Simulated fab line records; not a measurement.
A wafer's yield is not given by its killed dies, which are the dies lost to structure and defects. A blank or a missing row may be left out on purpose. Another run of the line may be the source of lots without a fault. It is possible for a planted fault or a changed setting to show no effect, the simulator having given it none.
What tool caused it? | flow gf180mcu | Sampling: 6 lots, 18 wafers, 4 of 602 route steps

WHAT THE GAUGES READ, wafer by wafer
GF_VT_IMPLANT_OVL_MEAS_40.
lot  | measured     | on         | VT_IMPLANT_03_OVL (nm)
L285 | day 8 00:01  | overlay-02 | -0.7 0.2 -0.9
L289 | day 8 21:19  | overlay-02 | 2.4 3.3 1.6
L293 | day 10 01:03 | overlay-02 | 1.3 1.5 2.6
L297 | day 11 03:01 | overlay-02 | 1.4 0.5 1.2
L299 | day 11 17:50 | overlay-02 | -0.4 0.7 -0.2
L303 | day 13 01:52 | overlay-02 | 2.7 2.4 2.2

WHAT TOOL EACH LOT RAN ON (gives the tool, then ch and the chambers of the sampled wafers, and finally the start)
lot  | GF_STI_CMP_25                | GF_VT_IMPLANT_COAT_24             | GF_VT_IMPLANT_STRIP_31
L285 | cmp-02 ch 0,3, day 2 10:49   | litho track-01 ch 0, day 6 23:24  | plasma asher-02 ch 0,1, day 7 08:35
L289 | cmp-01 ch 1,2,3, day 3 04:28 | litho track-01 ch 0, day 7 20:28  | plasma asher-04 ch 0,1, day 8 04:41
L293 | cmp-01 ch 1,2,3, day 4 02:35 | litho track-03 ch 0, day 8 23:29  | plasma asher-02 ch 0,1, day 9 08:06
L297 | cmp-01 ch 0,1,3, day 4 22:49 | litho track-03 ch 0, day 9 23:50  | plasma asher-04 ch 0,1, day 10 09:36
L299 | cmp-01 ch 0,1,3, day 5 09:04 | litho track-02 ch 0, day 10 13:40 | plasma asher-04 ch 0,1, day 10 22:24
L303 | cmp-02 ch 0,1,2, day 6 08:44 | litho track-01 ch 0, day 11 19:38 | plasma asher-02 ch 0,1, day 12 05:54
- GF_STI_CMP_25: polishes, stops on Si3N4, t overpolish 33 s, target thk 524.6 nm.
- GF_VT_IMPLANT_COAT_24: resist thk 1000 nm.
- GF_VT_IMPLANT_STRIP_31: strips in O2/N2.

THE ANSWER, worked out from the rows above alone
Rule: usual is defined by the lots themselves. Put in order of their means at a reading, lots are off if they are a third of the lots or fewer, leave a main group of 4 or more, and stand apart from it by a gap of 3 or more times the standard deviation of the main group's means; of several such gaps the widest counts. If all means in a main group match to the digits the tables above print for the reading, that group is not used. A lot without any number at a reading at which 4 lots or more have one is off too. All remaining lots with rows at the step are treated as sound.
None of the lots is off at any reading shown; this tells nothing.

WHAT WAS PUT IN BY THE SIMULATOR
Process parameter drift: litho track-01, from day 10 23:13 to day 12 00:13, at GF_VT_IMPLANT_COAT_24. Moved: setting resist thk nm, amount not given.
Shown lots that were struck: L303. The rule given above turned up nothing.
